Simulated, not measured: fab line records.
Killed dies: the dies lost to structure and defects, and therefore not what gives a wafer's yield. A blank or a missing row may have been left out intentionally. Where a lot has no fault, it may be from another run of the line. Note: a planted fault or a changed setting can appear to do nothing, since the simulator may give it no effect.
Struck lot and sound lot, side by side || flow gf180mcu || 15 out of 602 route steps
Sound: wafers L196.2, L196.4, L196.5. Struck: wafer L206.4. (L206.2, L206.6 of the same lot were not struck and are left out.) The cause comes at the end.
At each step with rows: each side's tool, then ch and its chambers, then its first start. Under that, the readings that differ: sound wafers || struck wafers || difference of the means || sigmas: that difference in standard deviations of wafers without a fault.
alike: readings whose means differ by less than 2 such deviations, and words and numbers that are the same on both sides. not compared: withheld readings, readings that some wafer has no value for, bounds like >300 that may hide the same value, and numbers for which the record gives no deviation and whose values overlap.
A row with sigmas, a row that says differs or no value, or rows on one side alone: a step with any of these is where the two part. When numbers do not overlap yet have no deviation, they are printed without sigmas and do not part them. A reading missing from all wafers of one side parts the sides only when that side holds two or more wafers.

GF_MIM_STRIP_20: strips in O2/N2.
  sound on plasmaAsher-04 ch 0,1, day 26 13:11; struck on plasmaAsher-04 ch 1, day 29 22:45
  alike: drypumpMotorCurrentA, heaterPowerW, oesProductAu, stripTimeToEndpointS
  not compared: rfHoursCounterH
then, 9 steps without rows for these wafers: GF_MIM_STRIP_21 (strips in post etch residue remover, time 1200 s); GF_MIM_CLEAN_22 (cleans in DIW); GF_M5_DEHYDRATE_00 (time 60 s); GF_M5_HMDS_01 (prime time 60 s); GF_M5_COAT_02 (resist thk 1000 nm); GF_M5_SOFTBAKE_03 (time 60 s); GF_M5_EXPOSE_04 (exposes mask Metal5, target cd 280 nm); GF_M5_PEB_05 (peb time 90 s); GF_M5_DEVELOP_06 (develop time 60 s).
GF_M5_CD_MEAS_07 targets a cd of 280 nm.
  sound on cdSem-02 at day 27 11:00; struck on cdSem-02 at day 30 16:48
  alike: cdNm
GF_M5_OVL_MEAS_08:
  sound on overlay-02 at day 27 11:07; struck on overlay-02 at day 30 16:55
  alike: M5_OVL
GF_M5_ETCH_09: etches Si3N4 in CF4/O2, target depth 52 nm, time 11.6 s.
  sound on rieDiel-04 ch 1,2, day 27 11:08; struck on rieDiel-04 ch 3, day 30 16:56
{"reading": "oesProductAu (a.u.)", "sound": "1.008 0.997 1.007", "struck": 1.092, "difference": "+0.088", "sigmas": "+9"}
{"reading": "rfFwdPowerW (W)", "sound": "787 790 791", "struck": 917, "difference": "+128", "sigmas": "+28"}
{"reading": "throttleValvePct (%)", "sound": "5.970 5.973 5.966", "struck": 6.005, "difference": "+0.035", "sigmas": "+4"}
{"reading": "model.etch.depthNm (nm)", "sound": "52.44 51.35 52.55", "struck": 59.33, "difference": "+7.22", "sigmas": ""}
{"reading": "model.KrF_of_M5_COAT_02.thkNm (nm)", "sound": "955.1 957.2 953", "struck": 949.1, "difference": -6.0, "sigmas": ""}
  alike: drypumpMotorCurrentA
  not compared: rfHoursCounterH
GF_M5_METAL_ETCH_10: etches the open film in Cl2/BCl3, stops on SiO2, target depth 750.8 nm, time 125.1 s.
  sound on rieMetal-02 ch 0,1, day 27 11:10; struck on rieMetal-01 ch 1, day 30 16:58
  alike: drypumpMotorCurrentA, oesProductAu, rfFwdPowerW, throttleValvePct
  not compared: rfHoursCounterH
-- the record jumps here: 2 days lie between the struck wafers' starts before and after (it left off in module M5 and takes up again in module PASSIVATION, whose first step shown is number 602 of the route) --
GF_PASSIVATION_PROBE_99:
  only the struck wafers here have rows in the record (prober-02, day 33 01:09); the sound ones have none

== WHERE THEY PART ==
Earliest at GF_M5_ETCH_09; latest, in this record, at GF_PASSIVATION_PROBE_99.

WHY: what the simulator had put in
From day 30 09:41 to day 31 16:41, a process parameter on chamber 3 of rieDiel-04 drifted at GF_M5_ETCH_09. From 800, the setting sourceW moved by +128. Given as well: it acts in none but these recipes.
